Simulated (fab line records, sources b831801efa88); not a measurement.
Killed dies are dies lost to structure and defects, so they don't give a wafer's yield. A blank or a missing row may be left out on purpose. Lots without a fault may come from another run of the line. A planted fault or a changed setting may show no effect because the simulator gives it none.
A struck lot beside a sound one | flow sky130 | 33 steps out of a route of 708
Sound: wafers L145.1, L145.5, L145.6. Struck: wafer L146.6. (L146.3, L146.4 of the same lot were not struck and are left out.) The cause comes at the end.
At each step with rows: each side's tool, then ch and its chambers, then its first start. Under that, the readings that differ: sound wafers | struck wafers | difference of the means | sigmas: that difference in standard deviations of wafers without a fault.
alike: readings whose means differ by less than 2 such deviations, and words and numbers that are the same on both sides. not compared: withheld readings, readings that some wafer has no value for, bounds like >300 that may hide the same value, and numbers for which the record gives no deviation and whose values overlap.
The two part at a step that has a row with sigmas, a row that says differs or no value, or rows on one side only. Numbers that don't overlap but have no deviation are shown without sigmas and don't part them. A reading that every wafer of one side lacks parts them only if that side has two wafers or more.

first, 4 steps without rows for these wafers: SKY_LOCAL_INTERCONNECT_SOFTBAKE_07 (time 90 s); SKY_LOCAL_INTERCONNECT_EXPOSE_08 (exposes mask LI1M, target cd 170 nm); SKY_LOCAL_INTERCONNECT_PEB_09; SKY_LOCAL_INTERCONNECT_DEVELOP_10 (develop time 60 s).
SKY_LOCAL_INTERCONNECT_CD_MEAS_11: target cd 170 nm.
  sound on cd_sem-02, day 32 09:34; struck on cd_sem-01, day 32 20:53
  reading    | sound             | struck | difference | sigmas
  cd_nm (nm) | 171.1 169.9 169.8 | 166.7  | -3.6       | -2
SKY_LOCAL_INTERCONNECT_OVL_MEAS_12:
  sound on overlay-02, day 32 09:41; struck on overlay-01, day 32 20:59
  alike: LOCAL_INTERCONNECT_OVL
then, 1 step without rows for these wafers: SKY_LOCAL_INTERCONNECT_ETCH_13 (etches BARC in N2/H2, stops on SiO2, time 45.9 s, target depth 60 nm).
SKY_LOCAL_INTERCONNECT_METAL_ETCH_14: etches TiN in Cl2/BCl3, stops on PSG, target depth 110 nm, time 31.4 s.
  sound on rie_metal-01 ch 0,1, day 32 09:47; struck on rie_metal-03 ch 1, day 32 21:05
  alike: drypump_motor_current_A, oes_product_au, throttle_valve_pct
  not compared: rf_hours_counter_h
then, 4 steps without rows for these wafers: SKY_LOCAL_INTERCONNECT_STRIP_15 (strips in O2/N2); SKY_LOCAL_INTERCONNECT_STRIP_16 (strips in post etch residue remover, time 1200 s); SKY_LOCAL_INTERCONNECT_CLEAN_17 (cleans in IPA, time 180 s); SKY_LOCAL_INTERCONNECT_CLEAN_18 (cleans in O3/DIW).
SKY_CONTACT_CVD_00: deposits Si3N4, target thk 75 nm.
  sound on pecvd-03 ch 0,2, day 32 10:26; struck on pecvd-02 ch 0, day 32 21:43
  reading                                   | sound            | struck | difference | sigmas
  model.Si3N4_of_CONTACT_CVD_00.thk_nm (nm) | 74.51 76.1 76.01 | 49.39  | -26.15     |
  alike: heater_power_w
SKY_CONTACT_THK_MEAS_01:
  sound on film_metro-02, day 32 10:28; struck on film_metro-01, day 32 21:46
  reading                 | sound          | struck | difference | sigmas
  CONTACT_CVD_00_THK (nm) | 74.4 76.1 75.9 | 49.5   | -26.0      | -31
then, 1 step without rows for these wafers: SKY_CONTACT_HDPCVD_02 (deposits SiO2, target thk 565 nm, time 94.2 s).
SKY_CONTACT_THK_MEAS_03:
  sound on film_metro-04, day 32 10:36; struck on film_metro-04, day 32 21:54
  alike: CONTACT_HDPCVD_THK
SKY_CONTACT_CMP_04: polishes SiO2.
  sound on cmp-01 ch 1,2,3, day 32 10:49; struck on cmp-01 ch 2, day 32 21:56
  alike: head_pressure_psi, motor_current_A
SKY_CONTACT_BOW_MEAS_05:
  sound on film_metro-01, day 32 10:58; struck on film_metro-01, day 32 22:17
  alike: CONTACT_BOW
then, 8 steps without rows for these wafers: SKY_CONTACT_DEHYDRATE_06 (time 60 s); SKY_CONTACT_HMDS_07 (prime time 60 s); SKY_CONTACT_COAT_08 (resist thk 60 nm); SKY_CONTACT_COAT_09 (resist thk 450 nm); SKY_CONTACT_SOFTBAKE_10 (time 90 s); SKY_CONTACT_EXPOSE_11 (exposes mask CTM1, target cd 170 nm); SKY_CONTACT_PEB_12; SKY_CONTACT_DEVELOP_13 (develop time 60 s).
SKY_CONTACT_CD_MEAS_14: target cd 170 nm.
  sound on cd_sem-01, day 33 13:26; struck on cd_sem-01, day 34 01:06
  alike: cd_nm
SKY_CONTACT_OVL_MEAS_15:
  sound on overlay-02, day 33 13:34; struck on overlay-01, day 34 01:11
  alike: CONTACT_OVL
SKY_CONTACT_ETCH_16: etches BARC in N2/H2, stops on SiO2, time 45.9 s, target depth 60 nm.
  sound on rie_diel-02 ch 0,2,3, day 33 13:35; struck on rie_diel-04 ch 2, day 34 01:13
  alike: drypump_motor_current_A, oes_product_au, throttle_valve_pct
  not compared: rf_hours_counter_h
SKY_CONTACT_ETCH_17: etches SiO2 in C4F8/O2/Ar, stops on Si3N4, target depth 340 nm.
  sound on rie_diel-02 ch 0,2,3, day 33 13:38; struck on rie_diel-04 ch 2, day 34 01:16
  reading               | sound             | struck | difference | sigmas
  oes_product_au (a.u.) | 0.895 0.900 0.893 | 0.884  | -0.012     | -3
SKY_CONTACT_ETCH_18: etches Si3N4 in CHF3/O2, stops on TiN, time 39 s, target depth 75 nm.
  sound on rie_diel-02 ch 0,2,3; struck on rie_diel-04 ch 2
  reading                  | sound             | struck | difference | sigmas
  oes_product_au (a.u.)    | 0.857 0.862 0.859 | 0.699  | -0.160     | -24
  throttle_valve_pct (%)   | 8.800 8.790 8.773 | 8.737  | -0.051     | -5
  model.etch.depth_nm (nm) | 74.51 76.1 76.01  | 49.39  | -26.15     |
  alike: chf3_flow_sccm, drypump_motor_current_A
  not compared: rf_hours_counter_h
SKY_CONTACT_STRIP_19: strips in O2/N2.
  sound on plasma_asher-02 ch 0,1, day 33 13:44; struck on plasma_asher-01 ch 0, day 34 01:23
  reading                     | sound       | struck | difference | sigmas
  drypump_motor_current_A (A) | 6.6 6.6 5.4 | 5.2    | -1.0       | -2
  alike: o2_flow_sccm, oes_product_au, strip_time_to_endpoint_s
  not compared: rf_hours_counter_h
SKY_PAD_OPEN_PROBE_99:
  the record has rows for the sound wafers here (prober-01, day 47 04:17) and none for the struck ones

WHERE THEY PART
First at SKY_LOCAL_INTERCONNECT_CD_MEAS_11; last, within this record, at SKY_PAD_OPEN_PROBE_99.

WHY: what the simulator had put in
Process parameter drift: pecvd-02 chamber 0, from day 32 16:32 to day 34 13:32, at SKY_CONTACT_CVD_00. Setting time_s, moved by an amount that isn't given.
